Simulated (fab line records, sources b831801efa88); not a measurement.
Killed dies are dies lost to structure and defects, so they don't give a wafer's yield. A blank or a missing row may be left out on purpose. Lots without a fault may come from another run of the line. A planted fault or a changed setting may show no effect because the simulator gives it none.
Which tool did it? | flow gf180mcu | 11 lots, 33 wafers sampled, at 5 steps of a route of 602

WHAT THE GAUGES READ, wafer by wafer
GF_STI_THK_MEAS_04.
lot  | measured    | on            | STI_CVD_03_THK (nm)
L758 | day 1 15:11 | film_metro-03 | 207.4 206.5 208.0
L759 | day 1 20:58 | film_metro-03 | 208.0 209.1 206.7
L760 | day 1 23:58 | film_metro-04 | 203.9 207.3 207.0
L762 | day 2 09:34 | film_metro-03 | 210.0 208.7 210.3
L763 | day 2 15:34 | film_metro-03 | 209.4 208.3 208.9
L768 | day 3 15:43 | film_metro-02 | 208.8 206.6 208.2
L770 | day 4 01:34 | film_metro-03 | 219.2 219.1 217.3
L771 | day 4 06:34 | film_metro-03 | 210.0 210.0 211.3
L772 | day 4 12:05 | film_metro-04 | 217.6 219.5 217.5
L776 | day 5 07:36 | film_metro-04 | 207.6 208.1 208.6
L779 | day 5 22:49 | film_metro-04 | 207.3 207.9 207.0

GF_STI_CD_MEAS_12: target cd 220 nm.
lot  | measured    | on        | cd_nm (nm)
L758 | day 2 01:57 | cd_sem-02 | 219.0 219.4 218.8
L759 | day 2 08:59 | cd_sem-01 | 221.6 221.1 221.2
L760 | day 2 11:32 | cd_sem-02 | 220.5 219.7 220.8
L762 | day 2 21:57 | cd_sem-02 | 220.4 220.8 219.4
L763 | day 3 04:50 | cd_sem-02 | 220.0 220.1 219.6
L768 | day 4 05:16 | cd_sem-02 | 218.4 219.9 220.2
L770 | day 4 15:22 | cd_sem-01 | 220.0 219.4 219.3
L771 | day 4 20:12 | cd_sem-01 | 220.7 220.1 219.9
L772 | day 5 02:10 | cd_sem-02 | 219.8 219.2 220.3
L776 | day 5 21:11 | cd_sem-02 | 218.0 217.9 219.2
L779 | day 6 13:42 | cd_sem-02 | 219.8 220.5 220.1

GF_STI_THK_MEAS_24.
lot  | measured    | on            | STI_CVD_23_THK (nm)
L758 | day 2 03:59 | film_metro-02 | 643 649 649
L759 | day 2 11:07 | film_metro-04 | 662 655 658
L760 | day 2 13:47 | film_metro-03 | 651 655 658
L762 | day 2 23:56 | film_metro-04 | 651 660 658
L763 | day 3 06:48 | film_metro-02 | 648 643 645
L768 | day 4 08:47 | film_metro-03 | 634 645 639
L770 | day 4 17:22 | film_metro-04 | 640 645 650
L771 | day 4 22:16 | film_metro-03 | 669 660 663
L772 | day 5 04:09 | film_metro-03 | 644 648 657
L776 | day 5 23:16 | film_metro-02 | 651 651 643
L779 | day 6 15:58 | film_metro-03 | 659 662 659

WHICH TOOL RAN EACH LOT (tool, then ch and the chambers of the sampled wafers, then the start)
lot  | GF_STI_CVD_03              | GF_STI_ETCH_13
L758 | lpcvd-01 ch 0, day 1 13:12 | rie_diel-01 ch 1,2, day 2 02:04
L759 | lpcvd-01 ch 0, day 1 18:58 | rie_diel-04 ch 1,2,3, day 2 09:07
L760 | lpcvd-01 ch 1, day 1 21:59 | rie_diel-02 ch 0,1,2, day 2 11:40
L762 | lpcvd-01 ch 0, day 2 07:34 | rie_diel-04 ch 1,2, day 2 22:04
L763 | lpcvd-01 ch 1, day 2 12:34 | rie_diel-01 ch 1,3, day 3 04:55
L768 | lpcvd-01 ch 1, day 3 13:44 | rie_diel-02 ch 0,1,2, day 4 05:22
L770 | lpcvd-01 ch 1, day 3 23:34 | rie_diel-04 ch 0,1,3, day 4 15:28
L771 | lpcvd-02 ch 0, day 4 04:34 | rie_diel-01 ch 0,1,2, day 4 20:19
L772 | lpcvd-01 ch 0, day 4 10:05 | rie_diel-01 ch 0,1,2, day 5 02:16
L776 | lpcvd-02 ch 0, day 5 05:37 | rie_diel-01 ch 0,2,3, day 5 21:19
L779 | lpcvd-02 ch 1, day 5 20:49 | rie_diel-04 ch 0,2,3, day 6 13:49
- GF_STI_CVD_03: deposits Si3N4 from DCS/NH3, target thk 207.16 nm, time 3551 s.
- GF_STI_ETCH_13: etches the open film in CHF3/O2, stops on Si, target depth 282.31 nm, time 112.9 s.

WHAT THE TOOLS THEMSELVES READ (means of the sampled wafers that have a number; where no wafer has one, the mark that the record gives instead)
GF_STI_CVD_03.
lot  | tool     | pressure_mtorr (mTorr) | spike_tc_bottom_C (C) | spike_tc_upper_C (C) | zone_power_bottom_pct (%)
L758 | lpcvd-01 | 249.5                  | 790.5                 | 768.0                | 20.5
L759 | lpcvd-01 | 250.0                  | 790.0                 | 769.1                | 20.5
L760 | lpcvd-01 | 250.1                  | 787.8                 | 769.2                | 18.5
L762 | lpcvd-01 | 249.9                  | 789.9                 | 768.9                | 20.3
L763 | lpcvd-01 | 249.9                  | 787.4                 | 768.7                | 18.7
L768 | lpcvd-01 | 249.9                  | 787.0                 | 769.3                | 18.4
L770 | lpcvd-01 | 300.1                  | 787.1                 | 768.9                | 18.4
L771 | lpcvd-02 | 250.1                  | 790.5                 | 768.0                | 20.8
L772 | lpcvd-01 | 300.7                  | 789.2                 | 767.5                | 20.3
L776 | lpcvd-02 | 249.2                  | 789.7                 | 768.1                | 20.7
L779 | lpcvd-02 | 250.1                  | 789.5                 | 770.6                | 22.6

GF_STI_ETCH_13.
lot  | tool        | O2_flow_sccm (sccm) | drypump_motor_current_A (A) | oes_product_au (a.u.) | throttle_valve_pct (%)
L758 | rie_diel-01 | 5.009               | 5.9                         | 0.834                 | 8.809
L759 | rie_diel-04 | 5.007               | 5.7                         | 0.839                 | 8.821
L760 | rie_diel-02 | 5.008               | 5.5                         | 0.830                 | 8.812
L762 | rie_diel-04 | 5.010               | 5.6                         | 0.839                 | 8.812
L763 | rie_diel-01 | 5.004               | 5.9                         | 0.837                 | 8.813
L768 | rie_diel-02 | 4.988               | 5.5                         | 0.832                 | 8.804
L770 | rie_diel-04 | 4.992               | 5.8                         | 0.860                 | 8.819
L771 | rie_diel-01 | 5.006               | 5.7                         | 0.840                 | 8.806
L772 | rie_diel-01 | 4.995               | 5.8                         | 0.859                 | 8.825
L776 | rie_diel-01 | 5.011               | 5.7                         | 0.835                 | 8.806
L779 | rie_diel-04 | 4.983               | 5.6                         | 0.838                 | 8.808

THE ANSWER, worked out from the rows above alone
Rule: what is usual is taken from the lots themselves. Put in order of their means at a reading, lots are off if they are a third of the lots or fewer, leave a main group of 4 or more, and stand apart from it by a gap of 3 or more times the standard deviation of the main group's means; of several such gaps the widest counts. A main group whose means are all the same, to the digits that the tables above print for the reading, isn't used. A lot without any number at a reading at which 4 lots or more have one is off too. The other lots that the step has rows for count as sound. The gauges are gone through in route order, then the tools' own readings, and for those a lot's mean is taken as printed above. The first step at which some lot is off is used, and at that step the reading that is off furthest; a lot without a number counts as furthest.
Off: L770, L772, at GF_STI_THK_MEAS_04 (STI_CVD_03_THK). The main group: mean 208.2 nm, standard deviation 1.2.
A tool fits if, at a process step before that reading, it ran every lot that is off, and no sound lot after the first of them. The gauges at GF_STI_THK_MEAS_04 aren't tried: what is off there is off at GF_STI_CVD_03 too, on other tools, and a gauge's error can't cause that. One fits: lpcvd-01 at GF_STI_CVD_03. Its last sound lot is L768 (day 3 13:44), its first lot that is off L770 (day 3 23:34): a fault that began between those two fits.
The tool's own readings at GF_STI_CVD_03 bear it out: on the lots that are off they differ by more than 5 times the standard deviation of the sound lots' means. pressure_mtorr reads 300.4 mTorr there against 249.9 mTorr on the sound lots.

WHAT THE SIMULATOR HAD PUT IN
Process parameter drift: lpcvd-01, from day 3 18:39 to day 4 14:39, at GF_STI_CVD_03. Setting pressure_mtorr, moved by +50, from 250. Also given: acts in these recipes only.
Lots struck among those shown: L770, L772. The rule above found the same.
